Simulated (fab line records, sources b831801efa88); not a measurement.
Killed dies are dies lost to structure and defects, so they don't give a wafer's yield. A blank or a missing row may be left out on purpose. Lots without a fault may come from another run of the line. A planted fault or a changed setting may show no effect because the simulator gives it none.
A struck lot beside a sound one | flow gf180mcu | 18 steps out of a route of 602
Sound: wafers L446.1, L446.5, L446.6. Struck: wafer L460.4. (L460.1, L460.3 of the same lot were not struck and are left out.) The cause comes at the end.
At each step with rows: each side's tool, then ch and its chambers, then its first start. Under that, the readings that differ: sound wafers | struck wafers | difference of the means | sigmas: that difference in standard deviations of wafers without a fault.
alike: readings whose means differ by less than 2 such deviations, and words and numbers that are the same on both sides. not compared: withheld readings, readings that some wafer has no value for, bounds like >300 that may hide the same value, and numbers for which the record gives no deviation and whose values overlap.
The two part at a step that has a row with sigmas, a row that says differs or no value, or rows on one side only. Numbers that don't overlap but have no deviation are shown without sigmas and don't part them. A reading that every wafer of one side lacks parts them only if that side has two wafers or more.

first, 3 steps without rows for these wafers: GF_V3_EXPOSE_11 (exposes mask Via3, target cd 260 nm); GF_V3_PEB_12 (peb time 90 s); GF_V3_DEVELOP_13 (develop time 60 s).
GF_V3_CD_MEAS_14: target cd 260 nm.
  sound on cd_sem-01, day 22 22:59; struck on cd_sem-01, day 27 20:08
  alike: cd_nm
GF_V3_OVL_MEAS_15:
  sound on overlay-01, day 22 23:06; struck on overlay-01, day 27 20:15
  alike: V3_OVL
GF_V3_ETCH_16: etches BARC in N2/H2.
  sound on rie_diel-04 ch 2,3, day 22 23:08; struck on rie_diel-03 ch 1, day 27 20:17
  reading    | sound                | struck | difference | sigmas
  bias_w (W) | 100.30 100.07 100.25 | 99.55  | -0.66      | -2
  alike: drypump_motor_current_A, oes_product_au, throttle_valve_pct
GF_V3_ETCH_17: etches SiO2 in C4F8/O2/Ar, stops on TiN, target depth 635 nm.
  sound on rie_diel-04 ch 2,3; struck on rie_diel-03 ch 1
  alike: bias_w, oes_product_au
GF_V3_STRIP_18: strips in O2/N2.
  sound on plasma_asher-03 ch 0,1, day 22 23:16; struck on plasma_asher-02 ch 0, day 27 20:25
  reading                     | sound          | struck | difference | sigmas
  drypump_motor_current_A (A) | 5.77 5.79 5.85 | 5.00   | -0.80      | -3
  alike: heater_power_w, oes_product_au
  not compared: rf_hours_counter_h
then, 2 steps without rows for these wafers: GF_V3_STRIP_19 (strips in post etch residue remover, time 1200 s); GF_V3_CLEAN_20 (cleans in DIW).
GF_V3_SPUTTER_21: material Ti, target thk 15 nm, time 80.02 s.
  sound on pvd_sputter-02, day 22 23:49; struck on pvd_sputter-04, day 27 20:57
  alike: throttle_valve_pct
then, 1 step without rows for these wafers: GF_V3_SPUTTER_22 (material TiN, target thk 10 nm, time 40 s).
GF_V3_CVD_23: deposits W, target thk 350 nm, time 104.9 s.
  sound on cvd_w-02 ch 0,1, day 22 23:55; struck on cvd_w-02 ch 1, day 27 21:03
  reading                          | sound             | struck | difference | sigmas
  model.W_of_V3_CVD_23.thk_nm (nm) | 360.7 350.2 360.4 | 453    | +96        |
  alike: heater_power_w, susceptor_temp_C
GF_V3_RS_MEAS_24: measures by four-point-probe.
  sound on film_metro-02, day 23 00:01; struck on film_metro-02, day 27 21:10
  reading          | sound             | struck | difference | sigmas
  V3_W_RS (ohm/sq) | 0.317 0.327 0.317 | 0.252  | -0.068     | -13
GF_V3_THK_MEAS_25: measures by xrf.
  sound on film_metro-02, day 23 00:08; struck on film_metro-02, day 27 21:17
  reading       | sound       | struck | difference | sigmas
  V3_W_THK (nm) | 357 348 356 | 453    | +99        | +16
GF_V3_CMP_26: polishes, stops on SiO2, t overpolish 15 s, target thk 0 nm.
  sound on cmp-01 ch 0,2,3, day 23 00:18; struck on cmp-02 ch 1, day 27 21:20
  reading                | sound    | struck | difference | sigmas
  time_to_endpoint_s (s) | 82 79 83 | 113    | +32        | +10
  alike: head_pressure_psi, motor_current_A, platen_rpm
GF_M4_SPUTTER_00: material Ti, target thk 37.5 nm, time 150 s.
  sound on pvd_sputter-04, day 23 00:30; struck on pvd_sputter-03, day 27 21:38
  alike: throttle_valve_pct
GF_PASSIVATION_PROBE_99:
  the record has rows for the sound wafers here (prober-02, day 29 13:14) and none for the struck ones

WHERE THEY PART
First at GF_V3_ETCH_16; last, within this record, at GF_PASSIVATION_PROBE_99.

WHY: what the simulator had put in
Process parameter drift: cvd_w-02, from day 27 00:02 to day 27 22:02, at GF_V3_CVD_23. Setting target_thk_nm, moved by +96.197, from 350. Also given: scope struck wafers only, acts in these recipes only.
